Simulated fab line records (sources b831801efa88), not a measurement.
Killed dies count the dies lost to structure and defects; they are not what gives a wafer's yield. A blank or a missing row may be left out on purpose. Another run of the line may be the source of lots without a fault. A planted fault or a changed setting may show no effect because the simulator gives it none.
fab line records + flow gf180mcu
[record]
- lots = 13
- wafers = 39
- last-day = 34
route steps=602 shown V3@434 M4@460
lots that met no fault: taken from a fault-free run of the same line
start-h: the number of hours between the record's first day and the start of the first shown wafer of the lot + wait-h: hours since the lot's step before + " repeats the value in the row above + L1.1+2: a row that stands for several wafers + - no value present, or no start provided + * or withheld: withheld + < > ~ a bound
route shown NAME@n: a module of which the file shows steps, and the number in the route of the first + usual: the fault-free wafers' mean and standard deviation + same: alike in all rows + chamber/n: place in a boat + sites: each site's reading + _std_site: standard deviation across them + _edge_site: the outer-site mean with the inner-site mean subtracted + radius-mm: how far each site lies from the wafer's centre + mask NAME#n: copy n + behind: the most recent tool/chamber to have shaped the wafer + hold: cause of the lot's hold/its duration in hours/its outcome + device: whichever transistor did not switch (one of n, p or np) + end of line: tests of these same wafers at the route's end + step lacking rows: just its recipe + killed: the dies lost at the first sort to structure and to defects; this is not the yield of the wafer + map: dies across one wafer; x = killed, . = not, _ = none there
set.NAME: the setting as run; set.NAME@STEP: as run at that earlier step + model.NAME: the simulator's own value behind a step, which no gauge read
a sample of lots followed through the steps of the route, with each step as a table and each wafer as a row
services: from which hour (start-h, from the record's first day; less than 0 if before it) a tool's chamber was out of use, for how many hours, and why
[[steps]]
[step GF_V3_BOW_MEAS_05]
[recipe]
- mode = bow
[usual]
- V3_BOW = 119/8.3
| lot.wafer | tool          | chamber | start-h | wait-h | V3_BOW[um] |
|-----------|---------------|---------|---------|--------|------------|
| L172.1    | film-metro-02 | -       | 492.63  | 0.1    | 111        |
| L172.3    | "             | -       | "       | "      | 103        |
| L172.6    | "             | -       | "       | "      | 106        |
| L174.1    | film-metro-02 | -       | 504.93  | 0.2    | 119        |
| L174.3    | "             | -       | "       | "      | 121        |
| L174.6    | "             | -       | "       | "      | 125        |
| L176.1    | film-metro-01 | -       | 524.16  | 0.1    | 118        |
| L176.5    | "             | -       | "       | "      | 111        |
| L176.6    | "             | -       | "       | "      | 116        |
| L178.1    | film-metro-02 | -       | 544.60  | 0.2    | 126        |
| L178.5    | "             | -       | "       | "      | 127        |
| L178.6    | "             | -       | "       | "      | 137        |
| L181.1    | film-metro-02 | -       | 579.50  | 0.2    | 120        |
| L181.3    | "             | -       | "       | "      | 114        |
| L181.4    | "             | -       | "       | "      | 109        |
| L187.4    | film-metro-04 | -       | 618.87  | 0.3    | 108        |
| L187.5    | "             | -       | "       | "      | 105        |
| L187.6    | "             | -       | "       | "      | 99         |
| L188.2    | film-metro-01 | -       | 629.68  | 0.2    | 121        |
| L188.3    | "             | -       | "       | "      | 121        |
| L188.5    | "             | -       | "       | "      | 116        |
| L189.4    | film-metro-02 | -       | 631.17  | 0.2    | 125        |
| L189.5    | "             | -       | "       | "      | 130        |
| L189.6    | "             | -       | "       | "      | 130        |
| L190.1    | film-metro-02 | -       | 636.23  | 0.2    | 116        |
| L190.3    | "             | -       | "       | "      | 127        |
| L190.4    | "             | -       | "       | "      | 117        |
| L191.1    | film-metro-01 | -       | 642.71  | 0.2    | 122        |
| L191.2    | "             | -       | "       | "      | 124        |
| L191.4    | "             | -       | "       | "      | 115        |
| L192.1    | film-metro-01 | -       | 648.21  | 0.2    | 126        |
| L192.2    | "             | -       | "       | "      | 123        |
| L192.4    | "             | -       | "       | "      | 115        |
| L194.2    | film-metro-02 | -       | 661.29  | 0.2    | 118        |
| L194.4    | "             | -       | "       | "      | 106        |
| L194.6    | "             | -       | "       | "      | 120        |
| L195.2    | film-metro-02 | -       | 671.34  | 0.3    | 123        |
| L195.4    | "             | -       | "       | "      | 114        |
| L195.5    | "             | -       | "       | "      | 131        |
[step GF_V3_THK_MEAS_25]
[recipe]
- thk-meas-gauge = xrf
- reads = W_of_V3_CVD_23
[usual]
- V3_W_THK = 362/7.1
| lot.wafer | tool          | chamber | start-h | wait-h | V3_W_THK[nm] |
|-----------|---------------|---------|---------|--------|--------------|
| L172.1    | film-metro-04 | -       | 517.81  | 0.1    | 361          |
| L172.3    | "             | -       | "       | "      | 362          |
| L172.6    | "             | -       | "       | "      | 366          |
| L174.1    | film-metro-04 | -       | 529.71  | 0.1    | 360          |
| L174.3    | "             | -       | "       | "      | 357          |
| L174.6    | "             | -       | "       | "      | 360          |
| L176.1    | film-metro-01 | -       | 547.70  | 0.1    | 368          |
| L176.5    | "             | -       | "       | "      | 363          |
| L176.6    | "             | -       | "       | "      | 372          |
| L178.1    | film-metro-04 | -       | 567.87  | 0.1    | 373          |
| L178.5    | "             | -       | "       | "      | 360          |
| L178.6    | "             | -       | "       | "      | 372          |
| L181.1    | film-metro-01 | -       | 601.66  | 0.1    | 354          |
| L181.3    | "             | -       | "       | "      | 354          |
| L181.4    | "             | -       | "       | "      | 356          |
| L187.4    | film-metro-04 | -       | 640.29  | 0.1    | 363          |
| L187.5    | "             | -       | "       | "      | 357          |
| L187.6    | "             | -       | "       | "      | 364          |
| L188.2    | film-metro-02 | -       | 651.24  | 0.1    | 357          |
| L188.3    | "             | -       | "       | "      | 358          |
| L188.5    | "             | -       | "       | "      | 356          |
| L189.4    | film-metro-02 | -       | 652.54  | 0.1    | 359          |
| L189.5    | "             | -       | "       | "      | 360          |
| L189.6    | "             | -       | "       | "      | 365          |
| L190.1    | film-metro-04 | -       | 657.10  | 0.1    | 383          |
| L190.3    | "             | -       | "       | "      | 362          |
| L190.4    | "             | -       | "       | "      | 380          |
| L191.1    | film-metro-02 | -       | 663.76  | 0.1    | 353          |
| L191.2    | "             | -       | "       | "      | 365          |
| L191.4    | "             | -       | "       | "      | 363          |
| L192.1    | film-metro-01 | -       | 669.01  | 0.1    | 352          |
| L192.2    | "             | -       | "       | "      | 372          |
| L192.4    | "             | -       | "       | "      | 373          |
| L194.2    | film-metro-02 | -       | 680.97  | 0.1    | 354          |
| L194.4    | "             | -       | "       | "      | 367          |
| L194.6    | "             | -       | "       | "      | 356          |
| L195.2    | film-metro-02 | -       | 691.73  | 0.1    | 366          |
| L195.4    | "             | -       | "       | "      | 349          |
| L195.5    | "             | -       | "       | "      | 353          |
[step GF_V3_CMP_26]
[recipe]
- stop-on = SiO2
- down-force-psi = 3.5
- platen-rpm = 60
- t-overpolish-s = 15
- target-thk-nm = 0
- pad-velocity-m-s = 0.94248
[usual]
- motor-current-A = 11.5/1.4
- overpolish-run-s = 14.999/0.0091
- slurry-filter-dp-kPa = 13.51/0.14
- time-to-endpoint-s = 83/3.9
| lot.wafer | tool   | chamber | start-h | wait-h | motor-current-A | overpolish-run-s | slurry-filter-dp-kPa | time-to-endpoint-s |
|-----------|--------|---------|---------|--------|-----------------|------------------|----------------------|--------------------|
| L172.1    | cmp-01 | 2       | 517.92  | 0.1    | 10.0            | 15.019           | 13.73                | 81                 |
| L172.3    | "      | 3       | "       | "      | 10.4            | 14.999           | 13.65                | 88                 |
| L172.6    | "      | 2       | "       | "      | 10.1            | 15.002           | 13.64                | 85                 |
| L174.3    | cmp-01 | 1       | 529.82  | 0.1    | 12.9            | 15.014           | 13.56                | 87                 |
| L174.1    | "      | 2       | "       | "      | 9.9             | 15.011           | 13.30                | 88                 |
| L174.6    | "      | 0       | "       | "      | 11.4            | 14.998           | 13.28                | 90                 |
| L176.1    | cmp-02 | 1       | 547.86  | 0.1    | 9.8             | 15.004           | 13.45                | 87                 |
| L176.6    | "      | 3       | "       | "      | 11.1            | 15.006           | 13.55                | 84                 |
| L176.5    | "      | 0       | "       | "      | 12.1            | 15.005           | 13.34                | 85                 |
| L178.1    | cmp-02 | 1       | 568.03  | 0.1    | 10.0            | 14.987           | 13.47                | 80                 |
| L178.6    | "      | 3       | "       | "      | 10.8            | 15.010           | 13.58                | 84                 |
| L178.5    | "      | 0       | "       | "      | 12.0            | 14.998           | 13.38                | 76                 |
| L181.4    | cmp-02 | 2       | 601.72  | 0.0    | 13.7            | 15.001           | 13.35                | 78                 |
| L181.3    | "      | 0       | "       | "      | 12.5            | 0.037            | 13.32                | 128                |
| L181.1    | "      | 1       | "       | "      | 9.1             | 15.003           | 13.23                | 79                 |
| L187.4    | cmp-01 | 2       | 640.37  | 0.1    | 10.4            | 15.005           | 13.63                | 82                 |
| L187.5    | "      | 1       | "       | "      | 13.4            | 15.001           | 13.68                | 86                 |
| L187.6    | "      | 2       | "       | "      | 9.8             | 14.993           | 13.27                | 83                 |
| L188.2    | cmp-02 | 3       | 651.34  | 0.1    | 10.5            | 15.003           | 13.42                | 78                 |
| L188.3    | "      | 1       | "       | "      | 9.8             | 14.992           | 13.51                | 80                 |
| L188.5    | "      | 3       | "       | "      | 10.5            | 14.994           | 13.66                | 77                 |
| L189.4    | cmp-02 | 3       | 652.57  | 0.0    | 11.0            | 14.995           | 13.58                | 82                 |
| L189.6    | "      | 3       | "       | "      | 11.4            | 14.988           | 13.52                | 83                 |
| L189.5    | "      | 0       | "       | "      | 11.3            | 15.006           | 13.46                | 81                 |
| L190.3    | cmp-01 | 1       | 657.21  | 0.1    | 12.8            | 14.994           | 13.77                | 84                 |
| L190.4    | "      | 2       | "       | "      | 9.8             | 14.981           | 13.64                | 88                 |
| L190.1    | "      | 3       | "       | "      | 10.6            | 14.995           | 13.73                | 88                 |
| L191.1    | cmp-02 | 1       | 663.87  | 0.1    | 9.6             | 15.012           | 13.45                | 82                 |
| L191.2    | "      | 2       | "       | "      | 13.8            | 14.989           | 13.71                | 81                 |
| L191.4    | "      | 3       | "       | "      | 10.8            | 14.994           | 13.65                | 80                 |
| L192.1    | cmp-02 | 0       | 669.12  | 0.1    | 12.0            | 15.014           | 13.34                | 78                 |
| L192.2    | "      | 1       | "       | "      | 10.0            | 15.003           | 13.53                | 84                 |
| L192.4    | "      | 2       | "       | "      | 13.4            | 14.980           | 13.55                | 82                 |
| L194.4    | cmp-02 | 1       | 681.12  | 0.1    | 9.6             | 14.999           | 13.38                | 83                 |
| L194.2    | "      | 2       | "       | "      | 12.9            | 15.006           | 13.56                | 76                 |
| L194.6    | "      | 3       | "       | "      | 11.3            | 14.997           | 13.71                | 77                 |
| L195.4    | cmp-02 | 1       | 691.78  | 0.0    | 9.6             | 15.009           | 13.41                | 80                 |
| L195.2    | "      | 2       | "       | "      | 13.2            | 15.009           | 13.53                | 81                 |
| L195.5    | "      | 1       | "       | "      | 9.6             | 14.972           | 13.37                | 84                 |
[step GF_M4_SPUTTER_04]
[recipe]
- material = TiN
- target-thk-nm = 50
- power-w = 6500
- time-s = 41.7
- chamber-pressure-pa = 0.4
[usual]
- cathode-dc-power-W = 6500.0/1.1
- throttle-valve-pct = 29.9/1.1
| lot.wafer | tool           | chamber | start-h | wait-h | cathode-dc-power-W | throttle-valve-pct |
|-----------|----------------|---------|---------|--------|--------------------|--------------------|
| L172.1    | pvd-sputter-04 | -       | 518.35  | 0.0    | 6499.7             | 30.8               |
| L172.3    | "              | -       | "       | "      | 6499.6             | 29.9               |
| L172.6    | "              | -       | "       | "      | 6498.7             | 29.5               |
| L174.1    | pvd-sputter-03 | -       | 530.25  | 0.0    | 6498.0             | 31.3               |
| L174.3    | "              | -       | "       | "      | 6499.2             | 28.8               |
| L174.6    | "              | -       | "       | "      | 6499.9             | 28.9               |
| L176.1    | pvd-sputter-03 | -       | 548.24  | 0.0    | 6499.6             | 29.0               |
| L176.5    | "              | -       | "       | "      | 6500.5             | 31.7               |
| L176.6    | "              | -       | "       | "      | 6499.9             | 27.8               |
| L178.1    | pvd-sputter-03 | -       | 568.41  | 0.0    | 6501.5             | 28.1               |
| L178.5    | "              | -       | "       | "      | 6502.5             | 29.0               |
| L178.6    | "              | -       | "       | "      | 6500.2             | 27.7               |
| L181.1    | pvd-sputter-04 | -       | 602.20  | 0.0    | 6500.4             | 29.6               |
| L181.4    | "              | -       | "       | "      | 6500.7             | 30.4               |
| L187.4    | pvd-sputter-03 | -       | 640.80  | 0.0    | 6500.7             | 28.0               |
| L187.5    | "              | -       | "       | "      | 6499.3             | 31.6               |
| L187.6    | "              | -       | "       | "      | 6500.5             | 29.0               |
| L188.2    | pvd-sputter-04 | -       | 651.77  | 0.0    | 6501.3             | 30.4               |
| L188.3    | "              | -       | "       | "      | 6499.2             | 29.8               |
| L188.5    | "              | -       | "       | "      | 6500.0             | 30.5               |
| L189.4    | pvd-sputter-04 | -       | 653.05  | 0.0    | 6499.0             | 29.8               |
| L189.5    | "              | -       | "       | "      | 6500.7             | 29.6               |
| L189.6    | "              | -       | "       | "      | 6500.6             | 30.7               |
| L190.1    | pvd-sputter-04 | -       | 657.64  | 0.0    | 6501.6             | 29.6               |
| L190.3    | "              | -       | "       | "      | 6499.6             | 30.8               |
| L190.4    | "              | -       | "       | "      | 6499.6             | 30.1               |
| L191.1    | pvd-sputter-03 | -       | 664.30  | 0.0    | 6498.6             | 31.8               |
| L191.2    | "              | -       | "       | "      | 6498.2             | 31.5               |
| L191.4    | "              | -       | "       | "      | 6500.8             | 28.0               |
| L192.1    | pvd-sputter-01 | -       | 669.55  | 0.0    | 6501.4             | 29.7               |
| L192.2    | "              | -       | "       | "      | 6499.6             | 29.3               |
| L192.4    | "              | -       | "       | "      | 6498.3             | 29.3               |
| L194.2    | pvd-sputter-01 | -       | 681.50  | 0.0    | 6501.7             | 29.6               |
| L194.4    | "              | -       | "       | "      | 6500.4             | 30.2               |
| L194.6    | "              | -       | "       | "      | 6500.2             | 30.0               |
| L195.2    | pvd-sputter-04 | -       | 692.26  | 0.0    | 6498.2             | 30.0               |
| L195.4    | "              | -       | "       | "      | 6499.6             | 30.5               |
| L195.5    | "              | -       | "       | "      | 6499.8             | 30.0               |
[[services]]
| tool           | chamber | start-h | hours | kind                           |
|----------------|---------|---------|-------|--------------------------------|
| cmp-02         | -       | 508.92  | 4.4   | pm                             |
| cmp-01         | -       | 516.34  | 0.9   | repair                         |
| cmp-01         | -       | 540.03  | 2.2   | repair                         |
| pvd-sputter-01 | -       | 551.19  | 1.7   | repair                         |
| pvd-sputter-03 | -       | 551.42  | 1.7   | repair                         |
| cmp-02         | -       | 573.08  | 1.3   | repair                         |
| cmp-01         | -       | 578.01  | 4.0   | pm                             |
| cmp-01         | -       | 582.01  | -     | consumable-replace:conditioner |
| cmp-01         | -       | 582.01  | -     | consumable-replace:pad         |
| cmp-02         | -       | 599.14  | 1.6   | repair                         |
| cmp-01         | -       | 600.77  | 3.1   | pm                             |
| pvd-sputter-03 | -       | 616.31  | 3.3   | repair                         |
| pvd-sputter-01 | -       | 638.62  | 2.9   | repair                         |
| cmp-01         | -       | 658.37  | 8.9   | pm                             |
[[key]]
[first-sign]
- step = GF_V3_CMP_26
- reading = overpolish-run-s
- direction = down
- sigmas = 99+
- usual = 14.999
- struck = 0.037
[effect]
- step = GF_V3_CMP_26
- reading = time-to-endpoint-s
- direction = up
- sigmas = 12
- usual = *
- struck = *
met-at GF_V3_CMP_26
struck-lots L181
struck-wafers L181.3
later-rows-left-out L181.3
sort-left-out L181.3
not-acting-at GF_V3_BOW_MEAS_05,GF_V3_THK_MEAS_25,GF_M4_SPUTTER_04
onset-between 568.03 601.72
[fault]
- kind = process-parameter-drift
- tool = cmp-02
- chamber = 0
- onset-h = 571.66
- steps = GF_V3_CMP_26
- channel = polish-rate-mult
- offset = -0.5
- shape = step
- end-h = 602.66
// sort-left-out: the simulated sort isn't trusted on such a fault, so these wafers' sort isn't shown, and their yield isn't known
// later-rows-left-out: the simulator's readings of these wafers behind a module that went badly wrong aren't trusted and aren't shown, but for the sort
